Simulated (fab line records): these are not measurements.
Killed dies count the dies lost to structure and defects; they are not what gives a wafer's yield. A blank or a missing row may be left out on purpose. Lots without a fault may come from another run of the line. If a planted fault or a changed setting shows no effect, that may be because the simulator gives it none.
The tool behind it: which one? :: flow sky130 :: 12 lots with 36 wafers sampled at 2 steps, on a route of 708 steps

== WHAT THE GAUGES READ, wafer by wafer ==
SKY_VIA2_THK_MEAS_23: measures by xrf.
lot: L075
measured: day 36 08:13
on: film_metro-03
VIA2_W_THK (nm): 426 417 426

lot: L077
measured: day 37 04:05
on: film_metro-01
VIA2_W_THK (nm): 424 427 419

lot: L079
measured: day 38 04:50
on: film_metro-03
VIA2_W_THK (nm): 425 424 428

lot: L081
measured: day 39 22:40
on: film_metro-04
VIA2_W_THK (nm): 435 428 443

lot: L083
measured: day 39 06:32
on: film_metro-01
VIA2_W_THK (nm): 430 423 432

lot: L085
measured: day 39 23:19
on: film_metro-04
VIA2_W_THK (nm): 422 428 423

lot: L087
measured: day 40 09:31
on: film_metro-04
VIA2_W_THK (nm): 430 419 431

lot: L089
measured: day 41 03:59
on: film_metro-04
VIA2_W_THK (nm): 426 430 433

lot: L091
measured: day 41 12:08
on: film_metro-03
VIA2_W_THK (nm): 448 444 437

lot: L093
measured: day 42 10:41
on: film_metro-04
VIA2_W_THK (nm): 428 434 431

lot: L095
measured: day 42 13:53
on: film_metro-01
VIA2_W_THK (nm): 443 444 445

lot: L097
measured: day 43 06:48
on: film_metro-01
VIA2_W_THK (nm): 435 437 449

== EACH LOT AND THE TOOL THAT RAN IT (in order: tool; ch and the chambers of the sampled wafers; start) ==
lot: L075
SKY_LOCAL_INTERCONNECT_ETCH_13: rie_metal-02 ch 0,1, day 30 09:24

lot: L077
SKY_LOCAL_INTERCONNECT_ETCH_13: rie_metal-03 ch 0,1, day 31 08:04

lot: L079
SKY_LOCAL_INTERCONNECT_ETCH_13: rie_metal-03 ch 0,1, day 32 10:50

lot: L081
SKY_LOCAL_INTERCONNECT_ETCH_13: rie_metal-03 ch 0,1, day 32 22:55

lot: L083
SKY_LOCAL_INTERCONNECT_ETCH_13: rie_metal-03 ch 1, day 33 11:26

lot: L085
SKY_LOCAL_INTERCONNECT_ETCH_13: rie_metal-03 ch 0,1, day 34 05:16

lot: L087
SKY_LOCAL_INTERCONNECT_ETCH_13: rie_metal-04 ch 0,1, day 34 16:19

lot: L089
SKY_LOCAL_INTERCONNECT_ETCH_13: rie_metal-02 ch 0,1, day 35 10:51

lot: L091
SKY_LOCAL_INTERCONNECT_ETCH_13: rie_metal-02 ch 1, day 35 23:17

lot: L093
SKY_LOCAL_INTERCONNECT_ETCH_13: rie_metal-02 ch 0,1, day 36 19:50

lot: L095
SKY_LOCAL_INTERCONNECT_ETCH_13: rie_metal-04 ch 0, day 37 01:13

lot: L097
SKY_LOCAL_INTERCONNECT_ETCH_13: rie_metal-04 ch 1, day 37 20:31
- SKY_LOCAL_INTERCONNECT_ETCH_13: etches BARC in N2/H2, stops on SiO2, time 45.9 s, target depth 60 nm.

== THE ANSWER, worked out from the rows above alone ==
Rule: usual is defined by the lots themselves. Put in order of their means at a reading, lots are off if they are a third of the lots or fewer, leave a main group of 4 or more, and stand apart from it by a gap of 3 or more times the standard deviation of the main group's means; of several such gaps the widest counts. A main group is skipped when, at the precision printed for the reading in the tables above, its means are all equal. A lot without any number at a reading at which 4 lots or more have one is off too. All remaining lots with rows at the step are treated as sound.
Nothing can be told from this: no lot is off at any reading shown.

== WHAT THE SIMULATOR HAD PUT IN ==
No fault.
